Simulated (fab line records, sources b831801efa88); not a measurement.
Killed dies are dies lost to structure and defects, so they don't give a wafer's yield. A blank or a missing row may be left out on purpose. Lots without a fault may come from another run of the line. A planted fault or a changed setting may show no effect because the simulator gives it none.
Chamber matching | flow sky130 | SKY_PASSIVATION_CVD_00 on pecvd-04: 3 sister chambers
The step deposits SiO2, target thk 90 nm. 6 wafers are shown with their chamber, then 9 later ones without.

WAFERS WITH THEIR CHAMBER
wafer  | chamber | heater_power_w (W)
L080.3 | 2       | 656
L085.3 | 2       | 656
L087.1 | 0       | 618
L090.1 | 0       | 524
L090.2 | 1       | 694
L090.5 | 1       | 704

WAFERS WITHOUT THEIR CHAMBER
wafer  | heater_power_w (W)
L091.2 | 692
L091.4 | 595
L091.5 | 629
L092.3 | 758
L092.4 | 694
L092.5 | 548
L097.2 | 520
L097.5 | 645
L097.6 | 829

WHICH CHAMBER EACH WENT THROUGH
wafer  | from the rows above          | in truth
L091.2 | can't be placed: 1 or 2      | 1
L091.4 | can't be placed: 0 or 2      | 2
L091.5 | can't be placed: 2 or 0 or 1 | 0
L092.3 | can't be placed: 1 or 2      | 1
L092.4 | can't be placed: 1 or 2      | 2
L092.5 | 0                            | 0
L097.2 | 0                            | 0
L097.5 | can't be placed: 2 or 1 or 0 | 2
L097.6 | can't be placed: 1 or 2      | 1
Placed correctly: 2 of 9. Can't be placed from these rows: 7 (the true chamber is among the candidates in 7). Placed wrongly: 0.
How it was worked out, from the rows above alone: a wafer's distance from a chamber is the root of the sum, over the readings, of the square of ((its reading less the chamber's mean) divided by the reading's scatter). The wafer belongs to the nearest chamber; if the next one is less than 2 further off, it can't be placed. A chamber's mean is the mean of its shown wafers. The scatter: the root of (the sum of the squares of (reading less its chamber's mean) over the shown wafers, divided by (wafers less chambers)).
